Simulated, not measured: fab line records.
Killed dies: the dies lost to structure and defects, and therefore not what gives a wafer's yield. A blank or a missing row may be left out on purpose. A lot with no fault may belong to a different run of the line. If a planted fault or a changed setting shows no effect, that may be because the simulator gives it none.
fab line records | flow sfq_line
record: lots: 6 | wafers: 18 | last_day: 78
route steps=325 shown R5@216 I5@228 C5@240 M6@251
lots that met no fault: from a run of the same line without faults
start_h: the number of hours between the record's first day and the start of the first shown wafer of the lot | wait_h: hours elapsed since this lot's preceding step | " as in the row above | L1.1+2: a single row standing in for several wafers | - no value, or no start given | * or withheld: withheld | < > ~ a bound
route shown NAME@n: a module of which the file shows steps, and the number in the route of the first | usual: the fault-free wafers' mean and standard deviation | same: alike in all rows | chamber/n: place in a boat | sites: each site's reading | _std_site: the standard deviation of these | _edge_site: outer sites' mean less inner sites' | radius_mm: for every site, how far away it sits from the centre of the wafer | mask NAME#n: copy n | behind: tool/chamber where the wafer was last shaped | hold: why the lot was held/for how many hours/how that ended | device: which transistor (n, p or np) failed to switch | end of line: tests run on the same wafers once the route is complete | a step with no rows: only its recipe | killed: the dies lost at the first sort to structure and to defects; this is not the yield of the wafer | map: a wafer's dies, marking killed ones x, the rest . and places with no die _
set.NAME: the setting that was run; set.NAME@STEP: the one run at that earlier step | model.NAME: the simulator's own value behind a step, which no gauge read
certain route steps with their lots: each step a table, each wafer a row
services: from which hour (start_h, from the record's first day; less than 0 if before it) a tool's chamber was out of use, for how many hours, and why
== steps ==
step: SFQ_R5_THK_MEAS_934
recipe: thk_meas_gauge: xrf | reads: MoNx_of_TRILAYER_R5_DEP_SPUTTER_133
usual: R5_MONX_THK: 39.2/0.69
lot.wafer | tool          | chamber | start_h | wait_h | R5_MONX_THK[nm]
L926.3    | film_metro-01 | -       | 1130.64 | 0.1    | 39.5
L926.4    | "             | -       | "       | "      | 39.3
L926.5    | "             | -       | "       | "      | 39.8
L929.4    | film_metro-03 | -       | 1159.08 | 0.1    | 38.8
L929.5    | "             | -       | "       | "      | 40.0
L929.6    | "             | -       | "       | "      | 38.9
L930.1    | film_metro-01 | -       | 1183.15 | 0.1    | 38.0
L930.2    | "             | -       | "       | "      | 38.5
L930.4    | "             | -       | "       | "      | 39.4
L934.1    | film_metro-03 | -       | 1222.15 | 0.1    | 39.1
L934.5    | "             | -       | "       | "      | 38.1
L934.6    | "             | -       | "       | "      | 39.3
L939.1    | film_metro-02 | -       | 1250.80 | 0.1    | 38.1
L939.3    | "             | -       | "       | "      | 39.3
L939.5    | "             | -       | "       | "      | 39.4
L949.1    | film_metro-01 | -       | 1309.07 | 0.1    | 38.6
L949.2    | "             | -       | "       | "      | 38.1
L949.5    | "             | -       | "       | "      | 39.8
step: SFQ_TRILAYER_R5_LITHO_COAT_141
recipe: resist: BARC | spin_rpm: 3000 | resist_thk_nm: 62
step: SFQ_TRILAYER_R5_LITHO_COAT_136
recipe: resist: KrF | spin_rpm: 3000 | resist_thk_nm: 600
step: SFQ_TRILAYER_R5_LITHO_SOFTBAKE_140
recipe: temp_c: withheld | time_s: withheld | resist: KrF
step: SFQ_TRILAYER_R5_LITHO_EXPOSE_137
recipe: mask_id: R5 | na: 0.6 | source_shape: conventional | sigma_outer: 0.65 | target_cd_nm: 500 | dose_mj: 14.4
step: SFQ_TRILAYER_R5_LITHO_PEB_139
recipe: peb_temp_c: 115 | peb_time_s: 60 | resist: KrF
step: SFQ_TRILAYER_R5_LITHO_DEVELOP_138
recipe: time_s: 60 | resist: KrF
step: SFQ_R5_OVL_MEAS_935
usual: R5_OVL: 2/4.7
lot.wafer | tool       | chamber | start_h | wait_h | R5_OVL[nm]
L926.3    | overlay-02 | -       | 1179.58 | 0.1    | 7
L926.4    | "          | -       | "       | "      | 6
L926.5    | "          | -       | "       | "      | 6
L929.4    | overlay-01 | -       | 1208.48 | 0.1    | 3
L929.5    | "          | -       | "       | "      | 2
L929.6    | "          | -       | "       | "      | 12
L930.1    | overlay-02 | -       | 1233.47 | 0.1    | 3
L930.2    | "          | -       | "       | "      | 5
L930.4    | "          | -       | "       | "      | 4
L934.1    | overlay-02 | -       | 1276.30 | 0.1    | 3
L934.5    | "          | -       | "       | "      | 8
L934.6    | "          | -       | "       | "      | 7
L939.1    | overlay-02 | -       | 1307.42 | 0.1    | -5
L939.3    | "          | -       | "       | "      | 4
L939.5    | "          | -       | "       | "      | 0
L949.1    | overlay-01 | -       | 1371.87 | 0.1    | -3
L949.2    | "          | -       | "       | "      | 6
L949.5    | "          | -       | "       | "      | 6
step: SFQ_TRILAYER_R5_BARC_OPEN_METAL_ETCH_177
recipe: mask_material: PR | chemistry: O2 | target_depth_nm: 125 | target: BARC | icp_w: 600 | bias_w: 80 | pressure_mtorr: 10 | time_s: 41.7
usual: chamber_pressure_mTorr: 10.000/0.0089 | drypump_motor_current_A: 6.02/0.28 | oes_product_au: 0.685/0.0043
lot.wafer | tool         | chamber | start_h | wait_h | chamber_pressure_mTorr | drypump_motor_current_A | oes_product_au | rf_hours_counter_h
L926.3    | rie_metal-04 | 1       | 1179.62 | 0.0    | 9.998                  | 6.08                    | 0.696          | -
L926.4    | "            | 0       | "       | "      | 10.006                 | 5.84                    | 0.690          | -
L926.5    | "            | 1       | "       | "      | 10.012                 | 6.07                    | 0.683          | -
L929.4    | rie_metal-01 | 0       | 1208.52 | 0.0    | 9.994                  | 6.22                    | 0.683          | -
L929.5    | "            | 0       | "       | "      | 10.007                 | 6.24                    | 0.692          | -
L929.6    | "            | 1       | "       | "      | 9.996                  | 6.36                    | 0.686          | -
L930.1    | rie_metal-02 | 1       | 1233.50 | 0.0    | 10.002                 | 5.78                    | 0.687          | 41
L930.2    | "            | 0       | "       | "      | 9.996                  | 5.55                    | 0.685          | 129
L930.4    | "            | 0       | "       | "      | 10.000                 | 5.55                    | 0.690          | -
L934.1    | rie_metal-04 | 1       | 1276.33 | 0.0    | 9.979                  | 6.08                    | 0.680          | 75
L934.5    | "            | 1       | "       | "      | 10.004                 | 6.07                    | 0.693          | -
L934.6    | "            | 0       | "       | "      | 10.006                 | 5.84                    | 0.685          | -
L939.1    | rie_metal-01 | 1       | 1307.45 | 0.0    | 10.002                 | 6.31                    | 0.684          | 33
L939.3    | "            | 0       | "       | "      | 9.989                  | 6.20                    | 0.679          | -
L939.5    | "            | 1       | "       | "      | 10.017                 | 6.36                    | 0.685          | -
L949.1    | rie_metal-01 | 1       | 1371.90 | 0.0    | 9.990                  | 6.30                    | 0.687          | 45
L949.2    | "            | 0       | "       | "      | 10.002                 | 6.18                    | 0.688          | 66
L949.5    | "            | 1       | "       | "      | 9.988                  | 6.31                    | 0.682          | -
step: SFQ_TRILAYER_R5_ETCH_METAL_ETCH_139
recipe: stop_on: SiO2 | mask_material: PR | chemistry: Cl2 | target_depth_nm: 60 | icp_w: 600 | bias_w: 80 | pressure_mtorr: 10 | time_s: 40
usual: chamber_pressure_mTorr: 9.999/0.0098 | drypump_motor_current_A: 6.01/0.27 | oes_product_au: 0.986/0.009
lot.wafer | tool         | chamber | start_h | wait_h | chamber_pressure_mTorr | drypump_motor_current_A | oes_product_au | rf_hours_counter_h
L926.3    | rie_metal-04 | 1       | 1179.68 | 0.0    | 9.977                  | 6.07                    | 0.971          | -
L926.4    | "            | 0       | "       | "      | 9.974                  | 5.81                    | 0.967          | -
L926.5    | "            | 1       | "       | "      | 9.991                  | 6.08                    | 0.967          | -
L929.4    | rie_metal-01 | 0       | 1208.58 | 0.0    | 9.998                  | 6.19                    | 0.988          | -
L929.5    | "            | 0       | "       | "      | 9.991                  | 6.20                    | 0.992          | -
L929.6    | "            | 1       | "       | "      | 10.017                 | 6.33                    | 0.991          | -
L930.1    | rie_metal-02 | 1       | 1233.56 | 0.0    | 10.005                 | 5.73                    | 0.996          | 41
L930.2    | "            | 0       | "       | "      | 9.996                  | 5.57                    | 0.990          | 129
L930.4    | "            | 0       | "       | "      | 9.990                  | 5.56                    | 0.992          | -
L934.1    | rie_metal-04 | 1       | 1276.39 | 0.0    | 10.015                 | 6.10                    | 0.971          | 75
L934.5    | "            | 1       | "       | "      | 9.999                  | 6.10                    | 0.973          | -
L934.6    | "            | 0       | "       | "      | 9.989                  | 5.84                    | 0.980          | -
L939.1    | rie_metal-01 | 1       | 1307.51 | 0.0    | 10.002                 | 6.26                    | 0.972          | 33
L939.3    | "            | 0       | "       | "      | 9.984                  | 6.18                    | 0.983          | -
L939.5    | "            | 1       | "       | "      | 10.001                 | 6.30                    | 0.981          | -
L949.1    | rie_metal-01 | 1       | 1371.96 | 0.0    | 10.009                 | 6.31                    | 0.997          | 45
L949.2    | "            | 0       | "       | "      | 10.001                 | 6.18                    | 0.987          | 66
L949.5    | "            | 1       | "       | "      | 10.001                 | 6.32                    | 0.992          | -
step: SFQ_TRILAYER_R5_STRIP_STRIP_140
recipe: gas: O2 | power_w: 200 | platen_temp_c: 40 | overash_fraction: 0.65 | chemistry: O2 | pressure_mtorr: 50
usual: chamber_pressure_mTorr: 50.00/0.045 | drypump_motor_current_A: 6.01/0.27 | oes_product_au: 0.994/0.014
lot.wafer | tool         | chamber | start_h | wait_h | chamber_pressure_mTorr | drypump_motor_current_A | oes_product_au | rf_hours_counter_h
L926.3    | rie_metal-04 | 1       | 1179.92 | 0.2    | 50.02                  | 6.06                    | 0.968          | -
L926.4    | "            | 0       | "       | "      | 50.00                  | 5.84                    | 0.979          | -
L926.5    | "            | 1       | "       | "      | 49.96                  | 6.09                    | 0.976          | -
L929.4    | rie_metal-01 | 0       | 1208.82 | 0.2    | 50.01                  | 6.21                    | 0.988          | -
L929.5    | "            | 0       | "       | "      | 50.00                  | 6.20                    | 0.992          | -
L929.6    | "            | 1       | "       | "      | 50.02                  | 6.32                    | 1.001          | -
L930.1    | rie_metal-02 | 1       | 1233.62 | 0.0    | 49.95                  | 5.76                    | 1.007          | 41
L930.2    | "            | 0       | "       | "      | 49.97                  | 5.60                    | 0.994          | 129
L930.4    | "            | 0       | "       | "      | 49.95                  | 5.57                    | 0.992          | -
L934.1    | rie_metal-04 | 1       | 1276.45 | 0.0    | 50.03                  | 6.06                    | 0.974          | 75
L934.5    | "            | 1       | "       | "      | 50.06                  | 6.06                    | 0.977          | -
L934.6    | "            | 0       | "       | "      | 50.02                  | 5.84                    | 0.989          | -
L939.1    | rie_metal-01 | 1       | 1307.57 | 0.0    | 50.06                  | 6.34                    | 0.996          | 33
L939.3    | "            | 0       | "       | "      | 50.05                  | 6.22                    | 0.985          | -
L939.5    | "            | 1       | "       | "      | 50.05                  | 6.37                    | 0.999          | -
L949.1    | rie_metal-01 | 1       | 1372.02 | 0.0    | 49.95                  | 6.30                    | 0.999          | 45
L949.2    | "            | 0       | "       | "      | 50.01                  | 6.19                    | 0.992          | 66
L949.5    | "            | 1       | "       | "      | 50.11                  | 6.30                    | 1.001          | -
step: SFQ_TRILAYER_R5_STRIP_SOLV_CLEAN_141
recipe: chemistry: NMP | temp_c: 70 | time_s: 600
step: SFQ_TRILAYER_A5C_DEP_PECVD_142
recipe: material: SiO2 | temp_c: 150 | time_s: 15.556 | pressure_torr: 2.4 | rf_w: 183.3 | precursor: SiH4/N2O | target_thk_nm: 70
usual: heater_power_w: 78/14 | throttle_valve_pct: 25.2/1.4
lot.wafer | tool     | chamber | start_h | wait_h | heater_power_w | since_wet_clean_h | throttle_valve_pct | model.SiO2_of_TRILAYER_A5C_DEP_PECVD_142.thk_nm
L926.3    | pecvd-01 | 2       | 1180.49 | 0.0    | 80             | 1342              | 26.3               | 70.3
L926.4    | "        | 1       | "       | "      | 91             | -                 | 24.3               | 71.23
L926.5    | "        | 2       | "       | "      | 83             | -                 | 26.4               | 72.39
L929.4    | pecvd-02 | 0       | 1209.41 | 0.0    | 51             | -                 | 24.2               | 70.8
L929.5    | "        | 1       | "       | "      | 55             | -                 | 26.2               | 70.62
L929.6    | "        | 2       | "       | "      | 69             | -                 | 26.1               | 70.16
L930.1    | pecvd-01 | 1       | 1234.39 | 0.0    | 104            | 1396              | 24.2               | 69.65
L930.2    | "        | 0       | "       | "      | 74             | 1396              | 28.4               | 70.28
L930.4    | "        | 2       | "       | "      | 80             | -                 | 26.4               | 72.05
L934.1    | pecvd-04 | 0       | 1277.23 | 0.0    | 89             | 330               | 25.9               | 132.4
L934.5    | "        | 0       | "       | "      | 91             | -                 | 25.9               | 134.6
L934.6    | "        | 2       | "       | "      | 91             | -                 | 25.6               | 69.63
L939.1    | pecvd-04 | 0       | 1308.34 | 0.0    | 90             | 361               | 25.7               | 133.3
L939.3    | "        | 1       | "       | "      | 77             | -                 | 23.2               | 70.76
L939.5    | "        | 1       | "       | "      | 79             | -                 | 23.6               | 133.2
L949.1    | pecvd-04 | 2       | 1372.79 | 0.0    | 100            | 426               | 25.6               | 69.47
L949.2    | "        | 1       | "       | "      | 74             | 426               | 23.5               | 69.32
L949.5    | "        | 0       | "       | "      | 91             | -                 | 26.2               | 71.53
step: SFQ_TRILAYER_I5_LITHO_COAT_149
recipe: resist: BARC | spin_rpm: 3000 | resist_thk_nm: 62
step: SFQ_TRILAYER_I5_LITHO_COAT_144
recipe: resist: KrF | spin_rpm: 3000 | resist_thk_nm: 650
step: SFQ_TRILAYER_I5_LITHO_SOFTBAKE_148
recipe: temp_c: withheld | time_s: withheld | resist: KrF
step: SFQ_TRILAYER_I5_LITHO_EXPOSE_145
recipe: mask_id: I5 | na: 0.6 | source_shape: conventional | sigma_outer: 0.65 | target_cd_nm: 700 | dose_mj: 21.3
step: SFQ_TRILAYER_I5_LITHO_PEB_147
recipe: peb_temp_c: 115 | peb_time_s: 60 | resist: KrF
step: SFQ_TRILAYER_I5_LITHO_DEVELOP_146
recipe: time_s: 60 | resist: KrF
step: SFQ_I5_OVL_MEAS_936
usual: I5_OVL: 1/6.1
lot.wafer | tool       | chamber | start_h | wait_h | I5_OVL[nm]
L926.3    | overlay-01 | -       | 1238.81 | 0.1    | 5
L926.4    | "          | -       | "       | "      | 6
L926.5    | "          | -       | "       | "      | 7
L929.4    | overlay-02 | -       | 1262.82 | 0.1    | -5
L929.5    | "          | -       | "       | "      | -7
L929.6    | "          | -       | "       | "      | -5
L930.1    | overlay-01 | -       | 1283.20 | 0.1    | 14
L930.2    | "          | -       | "       | "      | 11
L930.4    | "          | -       | "       | "      | 12
L934.1    | overlay-01 | -       | 1319.62 | 0.1    | -8
L934.5    | "          | -       | "       | "      | -11
L934.6    | "          | -       | "       | "      | -9
L939.1    | overlay-02 | -       | 1342.42 | 0.1    | -2
L939.3    | "          | -       | "       | "      | -3
L939.5    | "          | -       | "       | "      | -7
L949.1    | overlay-01 | -       | 1395.87 | 0.1    | -10
L949.2    | "          | -       | "       | "      | -8
L949.5    | "          | -       | "       | "      | -6
step: SFQ_TRILAYER_I5_BARC_OPEN_VIA_ETCH_200
recipe: mask_material: PR | chemistry: O2 | target_depth_nm: 125 | target: BARC | source_w: 500 | bias_w: 80 | pressure_mtorr: 30 | time_s: 41.7
usual: chamber_pressure_mTorr: 30.00/0.05 | drypump_motor_current_A: 5.9/0.53 | oes_product_au: 0.686/0.0051
lot.wafer | tool        | chamber | start_h | wait_h | chamber_pressure_mTorr | drypump_motor_current_A | oes_product_au | rf_hours_counter_h
L926.3    | rie_diel-02 | 1       | 1238.83 | 0.0    | 30.00                  | 5.6                     | 0.686          | 1
L926.4    | "           | 0       | "       | "      | 30.04                  | 5.6                     | 0.680          | 16
L926.5    | "           | 1       | "       | "      | 30.02                  | 5.5                     | 0.688          | -
L929.4    | rie_diel-04 | 0       | 1262.83 | 0.0    | 29.78                  | 6.2                     | 0.685          | 26
L929.5    | "           | 3       | "       | "      | 30.03                  | 5.7                     | 0.684          | -
L929.6    | "           | 2       | "       | "      | 29.95                  | 6.7                     | 0.680          | -
L930.1    | rie_diel-03 | 3       | 1283.23 | 0.0    | 30.04                  | 4.9                     | 0.683          | 15
L930.2    | "           | 1       | "       | "      | 30.01                  | 6.3                     | 0.682          | 9
L930.4    | "           | 2       | "       | "      | 30.00                  | 6.3                     | 0.695          | -
L934.1    | rie_diel-03 | 0       | 1319.66 | 0.0    | 29.99                  | 6.3                     | 0.684          | 0
L934.5    | "           | 3       | "       | "      | 29.99                  | 4.9                     | 0.691          | -
L934.6    | "           | 0       | "       | "      | 29.98                  | 6.3                     | 0.684          | -
L939.1    | rie_diel-03 | 0       | 1342.46 | 0.0    | 29.96                  | 6.3                     | 0.691          | 1
L939.3    | "           | 3       | "       | "      | 29.97                  | 4.9                     | 0.679          | 16
L939.5    | "           | 3       | "       | "      | 30.06                  | 4.9                     | 0.689          | -
L949.1    | rie_diel-02 | 2       | 1395.91 | 0.0    | 30.02                  | 5.8                     | 0.682          | 12
L949.2    | "           | 3       | "       | "      | 29.95                  | 6.8                     | 0.680          | 11
L949.5    | "           | 2       | "       | "      | 30.00                  | 5.8                     | 0.685          | -
step: SFQ_TRILAYER_I5_ETCH_VIA_ETCH_147
recipe: stop_on: Nb | mask_material: PR | chemistry: CHF3 | target_depth_nm: 360 | source_w: 500 | bias_w: 80 | pressure_mtorr: 30 | time_s: withheld
step: SFQ_TRILAYER_I5_STRIP_STRIP_148
recipe: gas: O2 | power_w: 200 | platen_temp_c: 40 | overash_fraction: 0.65 | chemistry: O2 | pressure_mtorr: 50
usual: chamber_pressure_mTorr: 50.00/0.048 | drypump_motor_current_A: 6.0/0.31 | oes_product_au: 0.994/0.014
lot.wafer | tool         | chamber | start_h | wait_h | chamber_pressure_mTorr | drypump_motor_current_A | oes_product_au | rf_hours_counter_h
L926.3    | rie_metal-03 | 1       | 1239.22 | -      | 50.03                  | 6.6                     | 0.996          | -
L926.4    | "            | 0       | "       | "      | 49.97                  | 5.9                     | 1.019          | -
L926.5    | "            | 1       | "       | "      | 50.08                  | 6.6                     | 0.990          | -
L929.4    | rie_metal-04 | 0       | 1263.62 | -      | 50.00                  | 5.8                     | 0.989          | -
L929.5    | "            | 0       | "       | "      | 50.08                  | 5.9                     | 0.985          | -
L929.6    | "            | 0       | "       | "      | 49.95                  | 5.8                     | 0.987          | -
L930.1    | rie_metal-03 | 0       | 1283.42 | -      | 50.02                  | 5.9                     | 0.999          | 43
L930.2    | "            | 1       | "       | "      | 49.96                  | 6.6                     | 1.004          | 4
L930.4    | "            | 1       | "       | "      | 50.04                  | 6.6                     | 1.006          | -
L934.1    | rie_metal-04 | 0       | 1319.85 | -      | 50.08                  | 5.8                     | 0.974          | 55
L934.5    | "            | 0       | "       | "      | 49.98                  | 5.8                     | 0.981          | -
L934.6    | "            | 1       | "       | "      | 49.96                  | 6.1                     | 0.961          | -
L939.1    | rie_metal-02 | 1       | 1342.65 | -      | 50.10                  | 5.8                     | 1.015          | 64
L939.3    | "            | 1       | "       | "      | 49.94                  | 5.8                     | 1.021          | -
L939.5    | "            | 1       | "       | "      | 49.95                  | 5.8                     | 1.022          | -
L949.1    | rie_metal-03 | 0       | 1396.10 | -      | 50.02                  | 5.9                     | 1.004          | 65
L949.2    | "            | 0       | "       | "      | 50.03                  | 5.9                     | 0.995          | -
L949.5    | "            | 0       | "       | "      | 49.98                  | 5.9                     | 1.002          | -
step: SFQ_TRILAYER_I5_STRIP_SOLV_CLEAN_149
recipe: chemistry: NMP | temp_c: 70 | time_s: 600
step: SFQ_TRILAYER_C5_LITHO_COAT_156
recipe: resist: BARC | spin_rpm: 3000 | resist_thk_nm: 62
step: SFQ_TRILAYER_C5_LITHO_COAT_151
recipe: resist: KrF | spin_rpm: 3000 | resist_thk_nm: 650
step: SFQ_TRILAYER_C5_LITHO_SOFTBAKE_155
recipe: temp_c: withheld | time_s: withheld | resist: KrF
step: SFQ_TRILAYER_C5_LITHO_EXPOSE_152
recipe: mask_id: C5 | na: 0.6 | source_shape: conventional | sigma_outer: 0.65 | target_cd_nm: 500 | dose_mj: 21.3
step: SFQ_TRILAYER_C5_LITHO_PEB_154
recipe: peb_temp_c: 115 | peb_time_s: 60 | resist: KrF
step: SFQ_TRILAYER_C5_LITHO_DEVELOP_153
recipe: time_s: 60 | resist: KrF
step: SFQ_C5_OVL_MEAS_937
usual: C5_OVL: -2/5.1
lot.wafer | tool       | chamber | start_h | wait_h | C5_OVL[nm]
L926.3    | overlay-01 | -       | 1296.63 | 0.1    | 2
L926.4    | "          | -       | "       | "      | -1
L926.5    | "          | -       | "       | "      | 3
L929.4    | overlay-02 | -       | 1325.43 | 0.1    | 1
L929.5    | "          | -       | "       | "      | 9
L929.6    | "          | -       | "       | "      | 7
L930.1    | overlay-01 | -       | 1342.97 | 0.1    | 3
L930.2    | "          | -       | "       | "      | 7
L930.4    | "          | -       | "       | "      | 6
L934.1    | overlay-02 | -       | 1386.57 | 0.1    | -6
L934.5    | "          | -       | "       | "      | -5
L934.6    | "          | -       | "       | "      | -8
L939.1    | overlay-01 | -       | 1415.17 | 0.1    | -4
L939.3    | "          | -       | "       | "      | -3
L939.5    | "          | -       | "       | "      | -1
L949.1    | overlay-02 | -       | 1475.92 | 0.1    | -2
L949.2    | "          | -       | "       | "      | 2
L949.5    | "          | -       | "       | "      | -3
step: SFQ_TRILAYER_C5_BARC_OPEN_VIA_ETCH_210
recipe: mask_material: PR | chemistry: O2 | target_depth_nm: 125 | target: BARC | source_w: 500 | bias_w: 80 | pressure_mtorr: 30 | time_s: 41.7
step: SFQ_TRILAYER_C5_ETCH_VIA_ETCH_154
recipe: target: SiO2 | mask_material: PR | chemistry: CHF3 | target_depth_nm: 84 | source_w: 500 | bias_w: 80 | pressure_mtorr: 30 | time_s: withheld | stop_on: Nb
usual: chamber_pressure_mTorr: 29.999/0.027 | drypump_motor_current_A: 5.9/0.54 | oes_product_au: 0.897/0.0095
lot.wafer | tool        | chamber | start_h | wait_h | chamber_pressure_mTorr | drypump_motor_current_A | oes_product_au | model.C5.feature_depth_nm | model.etch.depth_nm
L926.3    | rie_diel-01 | 3       | 1296.69 | 0.0    | 29.967                 | 5.9                     | 0.897          | 70.3                      | 70.3
L926.4    | "           | 2       | "       | "      | 30.010                 | 6.3                     | 0.902          | 71.23                     | 71.23
L926.5    | "           | 3       | "       | "      | 30.005                 | 5.9                     | 0.905          | 72.39                     | 72.39
L929.4    | rie_diel-03 | 2       | 1325.49 | 0.0    | 29.966                 | 6.3                     | 0.893          | 70.8                      | 70.8
L929.5    | "           | 0       | "       | "      | 29.993                 | 6.3                     | 0.902          | 70.62                     | 70.62
L929.6    | "           | 1       | "       | "      | 29.967                 | 6.3                     | 0.901          | 70.16                     | 70.16
L930.1    | rie_diel-02 | 0       | 1343.04 | 0.0    | 30.005                 | 5.6                     | 0.891          | 69.65                     | 69.65
L930.2    | "           | 3       | "       | "      | 30.026                 | 6.8                     | 0.899          | 70.28                     | 70.28
L930.4    | "           | 1       | "       | "      | 29.986                 | 5.5                     | 0.911          | 72.05                     | 72.05
L934.1    | rie_diel-01 | 2       | 1386.64 | 0.0    | 29.974                 | 6.3                     | 1.017          | 85.29                     | 85.29
L934.5    | "           | 0       | "       | "      | 29.952                 | 4.9                     | 0.996          | 83.23                     | 83.23
L934.6    | "           | 3       | "       | "      | 29.971                 | 5.9                     | 0.888          | 69.63                     | 69.63
L939.1    | rie_diel-01 | 2       | 1415.24 | 0.0    | 29.979                 | 6.3                     | 1.012          | 85.35                     | 85.35
L939.3    | "           | 1       | "       | "      | 29.993                 | 6.0                     | 0.899          | 70.76                     | 70.76
L939.5    | "           | 3       | "       | "      | 29.994                 | 5.9                     | 1.007          | 85.54                     | 85.54
L949.1    | rie_diel-01 | 1       | 1475.99 | 0.0    | 29.955                 | 6.0                     | 0.885          | 69.47                     | 69.47
L949.2    | "           | 2       | "       | "      | 29.990                 | 6.3                     | 0.888          | 69.32                     | 69.32
L949.5    | "           | 1       | "       | "      | 29.987                 | 6.0                     | 0.898          | 71.53                     | 71.53
step: SFQ_TRILAYER_C5_STRIP_STRIP_155
recipe: gas: O2 | power_w: 200 | platen_temp_c: 40 | overash_fraction: 0.65 | chemistry: O2 | pressure_mtorr: 50
step: SFQ_TRILAYER_C5_STRIP_SOLV_CLEAN_156
recipe: chemistry: NMP | temp_c: 70 | time_s: 600
step: SFQ_TRILAYER_M6_DEP_PRE_CLEAN_158
recipe: gas: Ar | time_s: 22.5 | bias_v: 250
lot.wafer | tool           | chamber | start_h | wait_h | model.SiO2_of_TRILAYER_A5C_DEP_PECVD_142.thk_nm
L926.3    | pvd_sputter-03 | -       | 1297.51 | 0.0    | 62.81
L926.4    | "              | -       | "       | "      | 63.73
L926.5    | "              | -       | "       | "      | 64.89
L929.4    | pvd_sputter-03 | -       | 1326.52 | 0.0    | 63.3
L929.5    | "              | -       | "       | "      | 63.12
L929.6    | "              | -       | "       | "      | 62.66
L930.1    | pvd_sputter-03 | -       | 1343.86 | 0.0    | 62.15
L930.2    | "              | -       | "       | "      | 62.78
L930.4    | "              | -       | "       | "      | 64.55
L934.1    | pvd_sputter-06 | -       | 1387.48 | 0.0    | 124.9
L934.5    | "              | -       | "       | "      | 127.1
L934.6    | "              | -       | "       | "      | 62.13
L939.1    | pvd_sputter-06 | -       | 1416.06 | 0.0    | 125.8
L939.3    | "              | -       | "       | "      | 63.26
L939.5    | "              | -       | "       | "      | 125.7
L949.1    | pvd_sputter-06 | -       | 1476.81 | 0.0    | 61.97
L949.2    | "              | -       | "       | "      | 61.82
L949.5    | "              | -       | "       | "      | 64.03
step: SFQ_TRILAYER_M6_DEP_SPUTTER_157
recipe: material: Nb | base_pressure_pa: 1.33e-06 | chamber_pressure_pa: 0.1333 | substrate_temp_c: 20 | target_thk_nm: 200 | power_w: 2000 | time_s: 133.3
== services ==
tool           | chamber | start_h | hours | kind
rie_metal-02   | -       | 1162.14 | 0.8   | repair
pvd_sputter-06 | -       | 1167.44 | 7.3   | repair
rie_diel-02    | -       | 1170.57 | 0.8   | repair
rie_metal-02   | -       | 1173.36 | 0.6   | repair
rie_diel-01    | 1       | 1184.64 | 17.2  | repair
rie_diel-02    | 2       | 1188.61 | 21.5  | repair
rie_diel-03    | 0       | 1214.93 | 13.0  | repair
rie_metal-01   | -       | 1229.24 | 0.1   | repair
rie_metal-01   | 0       | 1229.78 | 2.9   | repair
pvd_sputter-06 | -       | 1244.73 | 1.0   | repair
rie_metal-04   | 1       | 1253.12 | 11.3  | repair
pvd_sputter-06 | -       | 1265.71 | 2.9   | repair
rie_diel-02    | 0       | 1282.26 | 4.8   | repair
rie_metal-03   | 1       | 1286.99 | 6.8   | repair
rie_diel-01    | 2       | 1309.64 | 4.4   | repair
rie_metal-02   | 0       | 1338.55 | 10.3  | repair
rie_diel-01    | -       | 1338.68 | 0.7   | repair
rie_diel-01    | 0       | 1340.73 | 1.7   | repair
rie_diel-03    | 3       | 1354.81 | 5.7   | repair
rie_metal-01   | 0       | 1364.50 | 4.8   | repair
rie_metal-01   | -       | 1383.73 | 1.4   | pm
rie_diel-03    | 2       | 1392.01 | 2.9   | repair
rie_diel-03    | 0       | 1447.80 | 9.5   | repair
rie_diel-01    | 3       | 1455.44 | 3.6   | repair
== key ==
first_sign: step: SFQ_TRILAYER_C5_ETCH_VIA_ETCH_154 | reading: oes_product_au | direction: up | sigmas: 12 | usual: 0.897 | struck: 1.008
effect none on later readings
model_effect: step: SFQ_TRILAYER_A5C_DEP_PECVD_142 | value: SiO2_of_TRILAYER_A5C_DEP_PECVD_142.thk_nm | without: 70.67 | struck: 133.4
model_effect: step: SFQ_TRILAYER_C5_ETCH_VIA_ETCH_154 | value: C5.feature_depth_nm | without: 70.67 | struck: 84.85
model_effect: step: SFQ_TRILAYER_M6_DEP_PRE_CLEAN_158 | value: SiO2_of_TRILAYER_A5C_DEP_PECVD_142.thk_nm | without: 63.17 | struck: 125.9
met_at SFQ_TRILAYER_A5C_DEP_PECVD_142
struck_wafers L934.1,L934.5,L939.1,L939.5
fault: kind: process_parameter_drift | tool: pecvd-04 | chamber: - | onset_h: 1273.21 | steps: SFQ_TRILAYER_A5C_DEP_PECVD_142 | channel: target_thk_nm | offset: 62.769 | shape: step | end_h: 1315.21 | scope: struck_wafers_only | acts_in: these_recipes_only | stated: 70
